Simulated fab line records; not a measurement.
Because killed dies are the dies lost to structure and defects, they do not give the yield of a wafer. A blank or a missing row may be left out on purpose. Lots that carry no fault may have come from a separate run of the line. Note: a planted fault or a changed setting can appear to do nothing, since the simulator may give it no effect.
Which tool was responsible? | flow sky130 | 12 lots, 35 wafers sampled, at 5 steps of a route of 708

== WHAT EACH GAUGE READ, for each wafer ==
SKY_SD_N_TW_MEAS_12.
lot  | measured     | on            | SD_N_TW
L469 | day 28 17:49 | film_metro-03 | 3978 3970 3988
L471 | day 29 07:35 | film_metro-04 | 3986 3963 3978
L473 | day 30 07:53 | film_metro-03 | 4020 4039 4023
L474 | day 30 21:36 | film_metro-03 | 3997 3992 3991
L476 | day 31 08:46 | film_metro-02 | 4002 3993 3982
L477 | day 31 18:40 | film_metro-02 | 3985 4003 3984
L478 | day 32 00:26 | film_metro-03 | 3993 4004 4007
L479 | day 32 10:16 | film_metro-04 | 4008 4000
L487 | day 35 07:55 | film_metro-02 | 3968 3974 3973
L488 | day 35 16:37 | film_metro-03 | 4018 3984 4001
L489 | day 35 17:16 | film_metro-02 | 3971 3995 3948
L490 | day 36 03:52 | film_metro-02 | 4008 3975 3991

SKY_SD_N_RS_MEAS_18: measures by four-point-probe.
lot  | measured     | on            | RES_XHIGH_RS (ohm/sq)
L469 | day 28 18:21 | film_metro-04 | 334.5 334.1 333.8
L471 | day 29 08:07 | film_metro-03 | 332.4 334.3 334.5
L473 | day 30 08:25 | film_metro-02 | 335.1 334.9 336.4
L474 | day 30 22:10 | film_metro-02 | 333.4 332.6 333.9
L476 | day 31 09:17 | film_metro-04 | 332.7 332.5 331.6
L477 | day 31 19:23 | film_metro-02 | 333.3 333.8 333.7
L478 | day 32 00:58 | film_metro-03 | 332.1 332.4 333.1
L479 | day 32 10:48 | film_metro-02 | 333.1 333.6
L487 | day 35 08:26 | film_metro-02 | 334.1 334.5 334.4
L488 | day 35 17:08 | film_metro-03 | 331.8 332.9 332.3
L489 | day 35 17:51 | film_metro-02 | 333.9 332.8 334.5
L490 | day 36 04:25 | film_metro-04 | 331.6 331.3 331.9

SKY_LI_CONTACT_RS_MEAS_22: measures by four-point-probe.
lot  | measured     | on            | LI_CONTACT_W_RS (ohm/sq)
L469 | day 29 23:57 | film_metro-04 | 0.285 0.278 0.278
L471 | day 30 13:49 | film_metro-02 | 0.281 0.278 0.287
L473 | day 31 13:39 | film_metro-04 | 0.286 0.288 0.288
L474 | day 32 03:01 | film_metro-03 | 0.278 0.279 0.281
L476 | day 32 14:24 | film_metro-03 | 0.286 0.280 0.282
L477 | day 33 01:34 | film_metro-02 | 0.279 0.190 0.287 0.279 0.191 0.287
L478 | day 33 05:36 | film_metro-03 | 0.272 0.190 0.285 0.272 0.191 0.286
L479 | day 33 15:48 | film_metro-02 | 0.272 0.196 0.272 0.196
L487 | day 36 12:44 | film_metro-04 | 0.282 0.288 0.284
L488 | day 36 21:21 | film_metro-02 | 0.286 0.279 0.283
L489 | day 36 22:00 | film_metro-04 | 0.278 0.277 0.289
L490 | day 37 08:44 | film_metro-02 | 0.289 0.285 0.282

== EACH LOT AND THE TOOL THAT RAN IT (in order: tool; ch and the chambers of the sampled wafers; start) ==
lot  | SKY_LI_CONTACT_SPUTTER_19    | SKY_LI_CONTACT_CVD_21
L469 | pvd_sputter-03, day 29 23:41 | cvd_w-02 ch 0,1, day 29 23:50
L471 | pvd_sputter-04, day 30 13:32 | cvd_w-02 ch 0,1, day 30 13:41
L473 | pvd_sputter-03, day 31 13:14 | cvd_w-02 ch 0, day 31 13:25
L474 | pvd_sputter-03, day 32 02:41 | cvd_w-01 ch 0,1, day 32 02:52
L476 | pvd_sputter-04, day 32 14:08 | cvd_w-01 ch 0,1, day 32 14:16
L477 | pvd_sputter-04, day 33 01:18 | cvd_w-02 ch 0,1, day 33 01:26
L478 | pvd_sputter-03, day 33 05:20 | cvd_w-02 ch 0,1, day 33 05:28
L479 | pvd_sputter-04, day 33 15:32 | cvd_w-02 ch 0,1, day 33 15:40
L487 | pvd_sputter-04, day 36 12:29 | cvd_w-01 ch 0,1, day 36 12:37
L488 | pvd_sputter-03, day 36 21:05 | cvd_w-01 ch 0,1, day 36 21:14
L489 | pvd_sputter-04, day 36 21:44 | cvd_w-02 ch 0,1, day 36 21:53
L490 | pvd_sputter-02, day 37 08:24 | cvd_w-01 ch 0,1, day 37 08:35
- SKY_LI_CONTACT_SPUTTER_19: material Ti, target thk 20 nm, time 106.37 s.
- SKY_LI_CONTACT_CVD_21: deposits W, target thk 400 nm, time 120.56 s.

== WHAT THE TOOLS THEMSELVES READ (means of the sampled wafers that have a number; where no wafer has one, the mark that the record gives instead) ==
SKY_LI_CONTACT_SPUTTER_19.
lot  | tool           | throttle_valve_pct (%)
L469 | pvd_sputter-03 | 30.5
L471 | pvd_sputter-04 | 29.5
L473 | pvd_sputter-03 | 30.3
L474 | pvd_sputter-03 | 30.4
L476 | pvd_sputter-04 | 30.2
L477 | pvd_sputter-04 | 29.9
L478 | pvd_sputter-03 | 30.5
L479 | pvd_sputter-04 | 30.0
L487 | pvd_sputter-04 | 29.1
L488 | pvd_sputter-03 | 30.4
L489 | pvd_sputter-04 | 29.8
L490 | pvd_sputter-02 | 28.4

SKY_LI_CONTACT_CVD_21.
lot  | tool     | heater_power_w (W)
L469 | cvd_w-02 | 782
L471 | cvd_w-02 | 788
L473 | cvd_w-02 | 877
L474 | cvd_w-01 | 879
L476 | cvd_w-01 | 872
L477 | cvd_w-02 | 786
L478 | cvd_w-02 | 779
L479 | cvd_w-02 | 812
L487 | cvd_w-01 | 893
L488 | cvd_w-01 | 821
L489 | cvd_w-02 | 787
L490 | cvd_w-01 | 807

== THE ANSWER, worked out from the rows above alone ==
Rule: the lots themselves supply what counts as usual. Put in order of their means at a reading, lots are off if they are a third of the lots or fewer, leave a main group of 4 or more, and stand apart from it by a gap of 3 or more times the standard deviation of the main group's means; of several such gaps the widest counts. The tables above print the reading to a certain number of digits; a main group whose means all agree to those digits is not used. Also off: a lot with no number at a reading for which 4 or more lots have one. Any other lot the step has rows for is counted as sound. The gauges are gone through in route order, then the tools' own readings, and for those a lot's mean is taken as printed above. The first step at which some lot is off is used, and at that step the reading that is off furthest; a lot without a number counts as furthest.
Off: L477, L478, L479, seen at SKY_LI_CONTACT_RS_MEAS_22 (LI_CONTACT_W_RS). Main group: mean 0.283 ohm/sq, sd 0.0024.
A tool fits if, at a process step before that reading, it ran every lot that is off, and no sound lot after the first of them. The gauges at SKY_LI_CONTACT_RS_MEAS_22 are tried like those tools. None of those tried fits.

== WHAT THE SIMULATOR PUT IN ==
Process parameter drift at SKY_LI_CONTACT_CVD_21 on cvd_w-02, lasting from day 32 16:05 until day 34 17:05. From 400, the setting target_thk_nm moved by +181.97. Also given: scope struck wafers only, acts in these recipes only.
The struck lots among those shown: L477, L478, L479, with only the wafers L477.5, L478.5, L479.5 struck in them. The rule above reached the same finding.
